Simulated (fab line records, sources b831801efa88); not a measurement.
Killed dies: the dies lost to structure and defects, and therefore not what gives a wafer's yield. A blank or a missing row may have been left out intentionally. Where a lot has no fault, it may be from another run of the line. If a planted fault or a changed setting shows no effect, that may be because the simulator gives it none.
Chamber matching + flow sky130 + SKY_LI_CONTACT_ETCH_15 on rie-diel-03 has 3 sister chambers
The step etches PSG in C4F8/O2/Ar, stops on Si, target depth 600 nm. 3 wafers are shown with their chamber, then 6 later ones without.

WAFERS WITH THEIR CHAMBER
| wafer  | chamber | rf-fwd-power-W (W) |
|--------|---------|--------------------|
| L085.4 | 0       | 1490               |
| L086.3 | 3       | 1492               |
| L088.1 | 2       | 1499               |

WAFERS WITHOUT THEIR CHAMBER
| wafer  | rf-fwd-power-W (W) |
|--------|--------------------|
| L088.5 | 1491               |
| L090.5 | 1498               |
| L090.6 | 1497               |
| L091.2 | 1495               |
| L091.5 | 1497               |
| L091.6 | 1489               |

WHICH CHAMBER EACH WENT THROUGH
| wafer  | from the rows above          | in truth                   |
|--------|------------------------------|----------------------------|
| L088.5 | can't be placed: 0 or 3      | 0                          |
| L090.5 | 2                            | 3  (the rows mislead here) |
| L090.6 | can't be placed: 2 or 3      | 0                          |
| L091.2 | can't be placed: 3 or 2 or 0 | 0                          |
| L091.5 | can't be placed: 2 or 3      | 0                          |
| L091.6 | can't be placed: 0 or 3      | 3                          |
Correct placement for 0 of the 6. These rows do not allow placing 5 (true chamber among the candidates in 3). Placed wrongly: 1.
How it was worked out, from the rows above alone: a wafer's distance from a chamber is the root of the sum, over the readings, of the square of ((its reading less the chamber's mean) divided by the reading's scatter). The wafer belongs to the nearest chamber; if the next one is less than 2 further off, it can't be placed. A chamber's mean is the mean of its shown wafers. The scatter: with one shown wafer a chamber, the root of the mean of the squares of how far each hidden wafer lies from its nearest shown one.
